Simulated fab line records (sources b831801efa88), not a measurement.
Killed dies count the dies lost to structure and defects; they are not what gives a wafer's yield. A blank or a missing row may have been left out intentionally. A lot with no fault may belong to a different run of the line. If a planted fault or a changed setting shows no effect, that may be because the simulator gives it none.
Which tool did it? | flow gf180mcu | Sampling: 15 lots, 45 wafers, 4 of 602 route steps

== WHAT EACH GAUGE READ, for each wafer ==
GF_VT_IMPLANT_OVL_MEAS_29.
lot  | measured     | on         | VT_IMPLANT_02_OVL (nm)
L381 | day 6 17:07  | overlay-02 | -0.6 2.0 -0.3
L382 | day 7 03:44  | overlay-02 | 0.9 2.1 1.7
L384 | day 7 17:32  | overlay-01 | 0.3 0.3 -0.2
L386 | day 8 13:53  | overlay-01 | -1.8 0.2 -0.2
L387 | day 8 14:26  | overlay-02 | 0.9 0.1 -0.5
L388 | day 8 14:43  | overlay-01 | 0.7 -0.7 -0.9
L391 | day 9 11:01  | overlay-01 | -1.4 0.2 0.0
L393 | day 10 01:37 | overlay-02 | - - -
L394 | day 10 14:25 | overlay-01 | - - -
L395 | day 10 21:48 | overlay-01 | - - -
L396 | day 11 09:48 | overlay-02 | 0.8 1.1 -0.6
L400 | day 12 07:43 | overlay-01 | 1.5 0.6 1.6
L402 | day 12 22:58 | overlay-01 | 2.4 1.5 1.5
L403 | day 12 23:55 | overlay-01 | -1.3 -1.8 -1.3
L404 | day 13 05:27 | overlay-01 | 0.4 1.6 2.7

GF_DUAL_GATE_THK_MEAS_03.
lot  | measured     | on           | DUAL_GATE_OXIDATION_00_THK (nm)
L381 | day 7 12:04  | filmMetro-01 | 11.75 11.71 11.63
L382 | day 7 21:37  | filmMetro-04 | 11.10 10.96 11.05
L384 | day 8 12:14  | filmMetro-04 | 11.12 11.35 11.26
L386 | day 9 10:55  | filmMetro-01 | 10.62 10.58 10.56
L387 | day 9 10:54  | filmMetro-04 | 10.53 10.62 10.50
L388 | day 9 10:56  | filmMetro-01 | 10.99 10.97 11.06
L391 | day 10 09:22 | filmMetro-01 | 11.26 11.25 11.23
L396 | day 12 07:47 | filmMetro-01 | 11.19 11.12 11.03
L400 | day 13 06:10 | filmMetro-04 | 10.33 10.35 10.40
L402 | day 13 21:39 | filmMetro-04 | 10.70 10.72 10.77
L403 | day 13 23:20 | filmMetro-04 | 10.76 11.04 10.84
L404 | day 14 08:22 | filmMetro-03 | 11.04 11.11 10.96

== WHICH TOOL RAN EACH LOT (tool, then ch and the chambers of the sampled wafers, then the start) ==
lot  | GF_MVPSD_STRIP_10                   | GF_VT_IMPLANT_DEVELOP_28
L381 | plasmaAsher-01 ch 0,1, day 5 01:22  | lithoTrack-01 ch 0, day 6 16:59
L382 | plasmaAsher-03 ch 0,1, day 5 06:50  | lithoTrack-02 ch 0, day 7 03:36
L384 | plasmaAsher-02 ch 0, day 5 21:28    | lithoTrack-02 ch 0, day 7 17:23
L386 | plasmaAsher-02 ch 0,1, day 6 14:31  | lithoTrack-02 ch 0, day 8 13:48
L387 | plasmaAsher-01 ch 0,1, day 6 15:03  | lithoTrack-03 ch 0, day 8 14:19
L388 | plasmaAsher-03 ch 0,1, day 6 15:56  | lithoTrack-03 ch 0, day 8 14:34
L391 | plasmaAsher-02 ch 0,1, day 7 09:16  | lithoTrack-03 ch 0, day 9 10:52
L393 | plasmaAsher-02 ch 0,1, day 7 22:40  | lithoTrack-03, day 10 01:29
L394 | plasmaAsher-01 ch 1, day 8 10:58    | lithoTrack-02, day 10 14:15
L395 | plasmaAsher-02 ch 0,1, day 8 15:58  | lithoTrack-01, day 10 21:39
L396 | plasmaAsher-01 ch 0,1, day 9 03:26  | lithoTrack-01 ch 0, day 11 09:39
L400 | plasmaAsher-01 ch 0,1, day 10 00:40 | lithoTrack-03 ch 0, day 12 07:35
L402 | plasmaAsher-01 ch 0,1, day 10 13:29 | lithoTrack-02 ch 0, day 12 22:49
L403 | plasmaAsher-02 ch 0,1, day 10 14:25 | lithoTrack-02 ch 0, day 12 23:46
L404 | plasmaAsher-02 ch 0,1, day 10 20:26 | lithoTrack-01 ch 0, day 13 05:18
- GF_MVPSD_STRIP_10: strips in O2/N2.
- GF_VT_IMPLANT_DEVELOP_28: develop time 60 s.

== WHAT THE TOOLS THEMSELVES READ (means of the sampled wafers that have a number; where no wafer has one, the mark that the record gives instead) ==
GF_MVPSD_STRIP_10.
lot  | tool           | drypumpMotorCurrentA (A) | heaterPowerW (W) | n2FlowSccm (sccm) | oesProductAu (a.u.) | stripTimeToEndpointS (s)
L381 | plasmaAsher-01 | 5.7                      | 326              | 299.8             | 0.725               | 36.70
L382 | plasmaAsher-03 | 5.8                      | 363              | 300.5             | 0.726               | 37.10
L384 | plasmaAsher-02 | 5.9                      | 357              | 299.6             | 0.717               | 36.89
L386 | plasmaAsher-02 | 5.6                      | 352              | 301.1             | 0.723               | 36.82
L387 | plasmaAsher-01 | 5.7                      | 328              | 299.6             | 0.724               | 36.85
L388 | plasmaAsher-03 | 5.8                      | 358              | 299.8             | 0.725               | 37.05
L391 | plasmaAsher-02 | 5.7                      | 348              | 299.4             | 0.724               | 36.87
L393 | plasmaAsher-02 | 5.7                      | 349              | 299.9             | 0.720               | 36.99
L394 | plasmaAsher-01 | 5.9                      | 326              | 298.8             | 0.723               | 36.81
L395 | plasmaAsher-02 | 5.3                      | 344              | 300.3             | 0.721               | 36.89
L396 | plasmaAsher-01 | 5.4                      | 321              | 300.2             | 0.723               | 36.86
L400 | plasmaAsher-01 | 5.7                      | 327              | 299.6             | 0.723               | 36.90
L402 | plasmaAsher-01 | 5.7                      | 329              | 299.7             | 0.728               | 36.88
L403 | plasmaAsher-02 | 5.6                      | 347              | 299.7             | 0.722               | 36.92
L404 | plasmaAsher-02 | 5.4                      | 345              | 300.9             | 0.720               | 37.07

GF_VT_IMPLANT_DEVELOP_28.
lot  | tool          | chillPlateTempC (C) | resistLineTempC (C)
L381 | lithoTrack-01 | 23.10               | 23.06
L382 | lithoTrack-02 | 23.01               | 22.95
L384 | lithoTrack-02 | 22.82               | 22.86
L386 | lithoTrack-02 | 23.04               | 22.99
L387 | lithoTrack-03 | 22.96               | 22.94
L388 | lithoTrack-03 | 23.06               | 23.06
L391 | lithoTrack-03 | 22.94               | 22.86
L393 | lithoTrack-03 | -                   | -
L394 | lithoTrack-02 | -                   | -
L395 | lithoTrack-01 | -                   | -
L396 | lithoTrack-01 | 23.10               | 23.16
L400 | lithoTrack-03 | 23.01               | 23.07
L402 | lithoTrack-02 | 22.98               | 23.02
L403 | lithoTrack-02 | 23.03               | 22.99
L404 | lithoTrack-01 | 22.98               | 22.91

== THE ANSWER, worked out from the rows above alone ==
Rule: what is usual is taken from the lots themselves. Put in order of their means at a reading, lots are off if they are a third of the lots or fewer, leave a main group of 4 or more, and stand apart from it by a gap of 3 or more times the standard deviation of the main group's means; of several such gaps the widest counts. If all means in a main group match to the digits the tables above print for the reading, that group is not used. Also off: a lot with no number at a reading for which 4 or more lots have one. Any other lot the step has rows for is counted as sound. Order of review: gauges by route order, followed by the tools' own readings, for which a lot's mean as printed above is used. At the first step where some lot is off, the reading lying furthest off is the one used; lots without a number count as furthest.
Off: at GF_VT_IMPLANT_OVL_MEAS_29 (VT_IMPLANT_02_OVL), L393, L394, L395. Without a number there: L393, L394, L395. The main group: mean 0.4 nm, standard deviation 0.96.
A tool fits if, at a process step before that reading, it ran every lot that is off, and no sound lot after the first of them. The gauges at GF_VT_IMPLANT_OVL_MEAS_29 aren't tried: what is off there is off at GF_VT_IMPLANT_DEVELOP_28 too, on other tools, and a gauge's error can't cause that. Of those tried, none fits.

== WHAT THE SIMULATOR HAD PUT IN ==
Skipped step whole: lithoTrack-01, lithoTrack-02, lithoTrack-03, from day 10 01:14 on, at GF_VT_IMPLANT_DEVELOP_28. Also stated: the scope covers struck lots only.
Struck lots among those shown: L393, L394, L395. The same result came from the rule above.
